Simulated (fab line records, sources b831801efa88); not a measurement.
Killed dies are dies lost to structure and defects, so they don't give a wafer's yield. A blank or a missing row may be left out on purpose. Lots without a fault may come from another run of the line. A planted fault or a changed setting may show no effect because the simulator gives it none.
One fault seen from 2 desks | flow gf180mcu | each desk has only its own numbers; what lay behind them comes last

THE METROLOGY DESK
What the gauges read, lot by lot, whatever tool the lot ran on: means of the sampled wafers that have a number. A lot is out of limits, marked OUT, if its mean lies more than 4 standard deviations from the usual mean; the brackets give that distance.
Columns: A = V4_BOW at GF_V4_BOW_MEAS_05, usual 135 um; B = MIM_ALCU_RS at GF_MIM_RS_MEAS_10, usual 0.1597 ohm/sq; C = MIM_ALCU_THK at GF_MIM_THK_MEAS_11, usual 202.3 nm
lot  | first seen here | A   | B                        | C
L893 | day 23 08:02    | 123 | 0.1601                   | 203.0
L894 | day 23 22:27    | 139 | 0.1593                   | 203.2
L896 | day 24 03:43    | 133 | 0.1596                   | 203.6
L897 | day 24 13:57    | 137 | 0.1573                   | 206.2
L902 | day 26 11:14    | 148 | 0.1580                   | 202.6
L904 | day 26 19:37    | 133 | 0.4369 (+99 or more) OUT | 78.4 (-44) OUT
L905 | day 27 02:14    | 141 | 0.4342 (+99 or more) OUT | 79.8 (-44) OUT
L911 | day 29 07:47    | 129 | 0.1603                   | 202.7
L915 | day 29 22:01    | 140 | 0.1621                   | 199.9
L916 | day 30 09:55    | 128 | 0.1622                   | 199.7
This desk's finding: out of limits on L904, L905; first on L904, day 27 17:48 (MIM_ALCU_RS at GF_MIM_RS_MEAS_10). In limits: L893, L894, L896, L897, L902, L911, L915, L916.

THE TOOL OWNER'S DESK: pvd_sputter-03
The tool's own readings at GF_MIM_SPUTTER_08 (material AlCu, target thk 200 nm, time 10.6 s): means of the sampled wafers that have a number, for each lot that ran on this tool. A lot is out of limits, marked OUT, if its mean lies more than 4 standard deviations from the usual mean; the brackets give that distance.
Columns: A = throttle_valve_pct at GF_MIM_SPUTTER_08, usual 30.3 %
lot  | first seen here | A
L896 | day 25 03:14    | 29.8
L897 | day 25 13:05    | 30.4
L902 | day 27 09:20    | 29.8
L904 | day 27 17:42    | 30.3
L905 | day 27 23:53    | 29.3
This desk's finding: nothing out of limits on any of the 5 lots.

PUT TOGETHER
The metrology desk could have raised an alarm at day 27 17:48, on L904, L905.
The tool owner's desk saw nothing out of limits.
The tool owner's desk has L904, L905 on record, within its limits.
Of the lots named, all ran GF_MIM_SPUTTER_08 on pvd_sputter-03.

WHAT THE SIMULATOR HAD PUT IN
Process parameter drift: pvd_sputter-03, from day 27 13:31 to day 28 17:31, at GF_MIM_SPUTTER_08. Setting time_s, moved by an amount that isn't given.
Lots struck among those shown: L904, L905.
Hours from the fault's start to each desk's first reading out of limits: the metrology desk, 4.
